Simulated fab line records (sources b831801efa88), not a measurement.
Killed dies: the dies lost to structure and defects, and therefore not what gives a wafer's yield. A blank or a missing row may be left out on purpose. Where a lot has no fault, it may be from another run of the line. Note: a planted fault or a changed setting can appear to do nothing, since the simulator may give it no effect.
Which tool did it? + flow gf180mcu + 12 lots with 36 wafers sampled at 3 steps, on a route of 602 steps

WHAT THE GAUGES SHOWED, per wafer
GF_V4_OVL_MEAS_15. Usual: V4_OVL gives 0 nm (standard deviation 6.7).
| lot  | measured     | on         | V4_OVL (nm) | flag |
|------|--------------|------------|-------------|------|
| L306 | day 24 16:05 | overlay-01 | -8 -4 -11   |      |
| L307 | day 24 23:41 | overlay-01 | -5 1 -6     |      |
| L312 | day 26 18:11 | overlay-02 | 2 4 3       |      |
| L313 | day 26 23:49 | overlay-02 | 5 9 1       |      |
| L314 | day 27 06:17 | overlay-02 | 4 -7 -4     |      |
| L315 | day 27 17:09 | overlay-02 | -8 2 1      |      |
| L319 | day 28 21:01 | overlay-02 | -4 -1 0     |      |
| L322 | day 29 14:50 | overlay-02 | 11 5 4      |      |
| L324 | day 30 03:32 | overlay-02 | 0 -5 -3     |      |
| L323 | day 30 05:05 | overlay-02 | 4 6 7       |      |
| L327 | day 31 02:34 | overlay-02 | -5 1 -1     |      |
| L328 | day 31 08:24 | overlay-02 | -1 -5 -1    |      |

GF_M5_CD_MEAS_07: target cd 280 nm. Usual: cdNm 279.9 nm, standard deviation 1.3.
| lot  | measured     | on       | cdNm (nm)         | flag |
|------|--------------|----------|-------------------|------|
| L306 | day 26 13:21 | cdSem-02 | 280.7 279.9 279.9 |      |
| L307 | day 26 20:07 | cdSem-01 | 279.2 278.4 279.0 |      |
| L312 | day 28 12:40 | cdSem-01 | 281.3 281.6 280.5 |      |
| L313 | day 28 17:46 | cdSem-02 | 280.4 280.4 282.7 |      |
| L314 | day 29 00:12 | cdSem-02 | 280.0 280.0 279.4 |      |
| L315 | day 29 10:22 | cdSem-02 | 279.2 279.1 279.3 |      |
| L319 | day 30 12:45 | cdSem-02 | 278.6 277.8 277.9 |      |
| L322 | day 31 06:01 | cdSem-01 | 281.7 281.0 280.8 |      |
| L324 | day 31 16:38 | cdSem-01 | 281.8 279.9 281.7 |      |
| L323 | day 31 17:44 | cdSem-02 | 280.0 279.6 279.5 |      |
| L327 | day 32 14:00 | cdSem-02 | 279.0 279.8 279.1 |      |
| L328 | day 32 19:11 | cdSem-02 | 278.2 279.1 278.8 |      |

TOOL THAT RAN EACH LOT (tool first, then ch and the chambers of the sampled wafers, then the start)
| lot  | GF_MIM_SPUTTER_04           |
|------|-----------------------------|
| L306 | pvdSputter-01, day 24 17:40 |
| L307 | pvdSputter-03, day 25 01:17 |
| L312 | pvdSputter-03, day 26 19:48 |
| L313 | pvdSputter-03, day 27 01:23 |
| L314 | pvdSputter-01, day 27 07:53 |
| L315 | pvdSputter-03, day 27 18:44 |
| L319 | pvdSputter-02, day 28 22:35 |
| L322 | pvdSputter-01, day 29 16:24 |
| L324 | pvdSputter-03, day 30 05:07 |
| L323 | pvdSputter-03, day 30 06:39 |
| L327 | pvdSputter-03, day 31 04:10 |
| L328 | pvdSputter-02, day 31 09:58 |
- GF_MIM_SPUTTER_04: material TiN, target thk 50 nm, time 41.7 s.

AS READ BY THE TOOLS THEMSELVES (means over the sampled wafers that have a number; for cases with no such wafer, the mark the record gives instead)
GF_MIM_SPUTTER_04. Usual: throttleValvePct 29.8 %, standard deviation 1.4.
| lot  | tool          | throttleValvePct (%) | flag |
|------|---------------|----------------------|------|
| L306 | pvdSputter-01 | 29.0                 |      |
| L307 | pvdSputter-03 | 29.4                 |      |
| L312 | pvdSputter-03 | 29.5                 |      |
| L313 | pvdSputter-03 | 29.4                 |      |
| L314 | pvdSputter-01 | 29.8                 |      |
| L315 | pvdSputter-03 | 29.1                 |      |
| L319 | pvdSputter-02 | 31.1                 |      |
| L322 | pvdSputter-01 | 29.9                 |      |
| L324 | pvdSputter-03 | 28.8                 |      |
| L323 | pvdSputter-03 | 29.9                 |      |
| L327 | pvdSputter-03 | 28.8                 |      |
| L328 | pvdSputter-02 | 31.2                 |      |

THE ANSWER, worked out from the rows above alone
Rule: a lot counts as off when the mean over its wafers that have a number is more than 3 standard deviations away from the usual mean. A lot without any number at a reading at which 4 lots or more have one is off too. Any other lot the step has rows for is counted as sound. First the gauges in route order, then the tools' own readings, where a lot's mean is used as printed above. At the first step where some lot is off, the reading lying furthest off is the one used; lots without a number count as furthest.
Nothing can be told from this: no lot is off at any reading shown.

WHAT THE SIMULATOR HAD PUT IN
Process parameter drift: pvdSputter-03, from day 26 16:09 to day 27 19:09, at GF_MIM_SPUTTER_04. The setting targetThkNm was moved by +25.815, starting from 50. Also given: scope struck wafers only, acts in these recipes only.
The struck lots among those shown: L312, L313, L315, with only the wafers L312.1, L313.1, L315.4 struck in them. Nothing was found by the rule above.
